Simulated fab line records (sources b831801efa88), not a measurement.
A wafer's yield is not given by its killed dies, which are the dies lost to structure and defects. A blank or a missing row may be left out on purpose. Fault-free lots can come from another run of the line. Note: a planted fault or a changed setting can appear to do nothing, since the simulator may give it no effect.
Lot-split experiment || flow sfq line || 27 wafers read from 5 lots, route of 325 steps

== THE SPLIT ==
At SFQ_TRILAYER_M6_DEP_SPUTTER_157 (material Nb, target thk 200 nm, time 133.3 s), the setting time s was moved away from the recipe's 133.3 s on 9 of the 27 wafers read, by -43.4% to -25.4%. This setting was run at the recipe's value on the other wafers.

== FROM THE SPLIT TO THE READING: what the file shows between them, 3 steps ==
- SFQ_M6_RS_MEAS_938: measures by four-point-probe
- SFQ_TRILAYER_M6_LITHO_COAT_164: resist thk 62 nm
- SFQ_TRILAYER_M6_BARC_OPEN_METAL_ETCH_206: etches BARC in O2, target depth 125 nm, time 42.91 s

== THE READING ==
oes product au, in a.u., at SFQ_TRILAYER_M6_ETCH_METAL_ETCH_162 (etches Nb in Cl2/Ar, stops on SiO2, target depth 240 nm, time 120 s). Typical for fault-free wafers on this fab line: 0.896 a.u., with standard deviation 0.0069 a.u.

{"wafer": "L076.1", "tool, chamber at the split": "pvd sputter-05, -", "time s as run, s": 133.3, "against the recipe": "recipe", "oes product au, a.u.": 0.893, "against lot-mates on the recipe": "-"}
{"wafer": "L076.2", "tool, chamber at the split": "pvd sputter-05, -", "time s as run, s": 133.3, "against the recipe": "recipe", "oes product au, a.u.": 0.900, "against lot-mates on the recipe": "-"}
{"wafer": "L076.3", "tool, chamber at the split": "pvd sputter-05, -", "time s as run, s": 133.3, "against the recipe": "recipe", "oes product au, a.u.": 0.893, "against lot-mates on the recipe": "-"}
{"wafer": "L076.4", "tool, chamber at the split": "pvd sputter-05, -", "time s as run, s": 133.3, "against the recipe": "recipe", "oes product au, a.u.": 0.911, "against lot-mates on the recipe": "-"}
{"wafer": "L076.5", "tool, chamber at the split": "pvd sputter-05, -", "time s as run, s": 133.3, "against the recipe": "recipe", "oes product au, a.u.": 0.894, "against lot-mates on the recipe": "-"}
{"wafer": "L076.6", "tool, chamber at the split": "pvd sputter-05, -", "time s as run, s": 133.3, "against the recipe": "recipe", "oes product au, a.u.": 0.889, "against lot-mates on the recipe": "-"}
{"wafer": "L077.1", "tool, chamber at the split": "pvd sputter-03, -", "time s as run, s": 99.38, "against the recipe": "-25.4%", "oes product au, a.u.": 0.756, "against lot-mates on the recipe": -0.139}
{"wafer": "L077.2", "tool, chamber at the split": "pvd sputter-03, -", "time s as run, s": 99.38, "against the recipe": "-25.4%", "oes product au, a.u.": 0.763, "against lot-mates on the recipe": -0.132}
{"wafer": "L077.3", "tool, chamber at the split": "pvd sputter-03, -", "time s as run, s": 133.3, "against the recipe": "recipe", "oes product au, a.u.": 0.883, "against lot-mates on the recipe": "-"}
{"wafer": "L077.4", "tool, chamber at the split": "pvd sputter-03, -", "time s as run, s": 133.3, "against the recipe": "recipe", "oes product au, a.u.": 0.907, "against lot-mates on the recipe": "-"}
{"wafer": "L077.5", "tool, chamber at the split": "pvd sputter-03, -", "time s as run, s": 133.3, "against the recipe": "recipe", "oes product au, a.u.": 0.894, "against lot-mates on the recipe": "-"}
{"wafer": "L077.6", "tool, chamber at the split": "pvd sputter-03, -", "time s as run, s": 99.38, "against the recipe": "-25.4%", "oes product au, a.u.": 0.764, "against lot-mates on the recipe": -0.131}
{"wafer": "L079.1", "tool, chamber at the split": "pvd sputter-06, -", "time s as run, s": 133.3, "against the recipe": "recipe", "oes product au, a.u.": 0.904, "against lot-mates on the recipe": "-"}
{"wafer": "L079.2", "tool, chamber at the split": "pvd sputter-06, -", "time s as run, s": 92.81, "against the recipe": "-30.4%", "oes product au, a.u.": 0.737, "against lot-mates on the recipe": -0.164}
{"wafer": "L079.3", "tool, chamber at the split": "pvd sputter-06, -", "time s as run, s": 133.3, "against the recipe": "recipe", "oes product au, a.u.": 0.896, "against lot-mates on the recipe": "-"}
{"wafer": "L079.4", "tool, chamber at the split": "pvd sputter-06, -", "time s as run, s": 133.3, "against the recipe": "recipe", "oes product au, a.u.": 0.903, "against lot-mates on the recipe": "-"}
{"wafer": "L079.5", "tool, chamber at the split": "pvd sputter-06, -", "time s as run, s": 92.81, "against the recipe": "-30.4%", "oes product au, a.u.": 0.749, "against lot-mates on the recipe": -0.152}
{"wafer": "L079.6", "tool, chamber at the split": "pvd sputter-06, -", "time s as run, s": 92.81, "against the recipe": "-30.4%", "oes product au, a.u.": 0.744, "against lot-mates on the recipe": -0.157}
{"wafer": "L081.1", "tool, chamber at the split": "pvd sputter-05, -", "time s as run, s": 133.3, "against the recipe": "recipe", "oes product au, a.u.": 0.890, "against lot-mates on the recipe": "-"}
{"wafer": "L081.2", "tool, chamber at the split": "pvd sputter-05, -", "time s as run, s": 133.3, "against the recipe": "recipe", "oes product au, a.u.": 0.886, "against lot-mates on the recipe": "-"}
{"wafer": "L081.3", "tool, chamber at the split": "pvd sputter-05, -", "time s as run, s": 75.45, "against the recipe": "-43.4%", "oes product au, a.u.": 0.660, "against lot-mates on the recipe": -0.231}
{"wafer": "L081.4", "tool, chamber at the split": "pvd sputter-05, -", "time s as run, s": 75.45, "against the recipe": "-43.4%", "oes product au, a.u.": 0.670, "against lot-mates on the recipe": -0.221}
{"wafer": "L081.5", "tool, chamber at the split": "pvd sputter-05, -", "time s as run, s": 133.3, "against the recipe": "recipe", "oes product au, a.u.": 0.896, "against lot-mates on the recipe": "-"}
{"wafer": "L081.6", "tool, chamber at the split": "pvd sputter-05, -", "time s as run, s": 75.45, "against the recipe": "-43.4%", "oes product au, a.u.": 0.673, "against lot-mates on the recipe": -0.218}
{"wafer": "L084.1", "tool, chamber at the split": "pvd sputter-03, -", "time s as run, s": 133.3, "against the recipe": "recipe", "oes product au, a.u.": 0.906, "against lot-mates on the recipe": "-"}
{"wafer": "L084.4", "tool, chamber at the split": "pvd sputter-03, -", "time s as run, s": 133.3, "against the recipe": "recipe", "oes product au, a.u.": 0.904, "against lot-mates on the recipe": "-"}
{"wafer": "L084.5", "tool, chamber at the split": "pvd sputter-03, -", "time s as run, s": 133.3, "against the recipe": "recipe", "oes product au, a.u.": 0.900, "against lot-mates on the recipe": "-"}

FIT RESULTS
A straight line over all 27 wafers: oes product au changes by +0.00524 a.u. for each +1% of time s; r = +1.00; the points scatter about the line by 0.0073 a.u.
The same after taking each lot's own level away (the mean of its wafers on the recipe; 27 wafers): +0.00517 a.u. for each +1%; r = +1.00; scatter 0.0061 a.u.
The reading moves by 0.22 a.u. for the largest change in time s, on that fit.
The span of the lots' own levels, 0.8907 to 0.9033 a.u., comes to 1.8 times the standard deviation stated above.
The two slopes agree, so the slope changes little with the lot-to-lot level.
Check: for one of the wafers moved furthest among these (-43.4%), held out of the fit, the line's prediction against its lot-mates is -0.223 a.u. It came out at -0.231 a.u. against them.

== THE WHOLE CHAIN: every reading that the file lists as answering this split, in the file's order ==
{"step": "SFQ_TRILAYER_M6_DEP_SPUTTER_157", "what it does": "material Nb, target thk 200 nm, time 133.3 s", "reading": "Nb_of_TRILAYER_M6_DEP_SPUTTER_157.thk nm (the simulator's own value, which no gauge read)", "change (the file's fit)": "+2.01 nm for each +1% of the setting", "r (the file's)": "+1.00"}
{"step": "SFQ_M6_RS_MEAS_938", "what it does": "measures by four-point-probe", "reading": "M6_NB_RS", "change (the file's fit)": "-0.0146 for each +1% of the setting", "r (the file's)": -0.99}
{"step": "SFQ_TRILAYER_M6_ETCH_METAL_ETCH_162", "what it does": "etches Nb in Cl2/Ar, stops on SiO2, target depth 240 nm, time 120 s", "reading": "oes product au", "change (the file's fit)": "+0.00518 a.u. for each +1% of the setting", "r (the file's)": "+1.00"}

== FILE'S OWN FIT ==
oes product au changes by +0.00518 a.u. for each +1% of time s, r = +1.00.
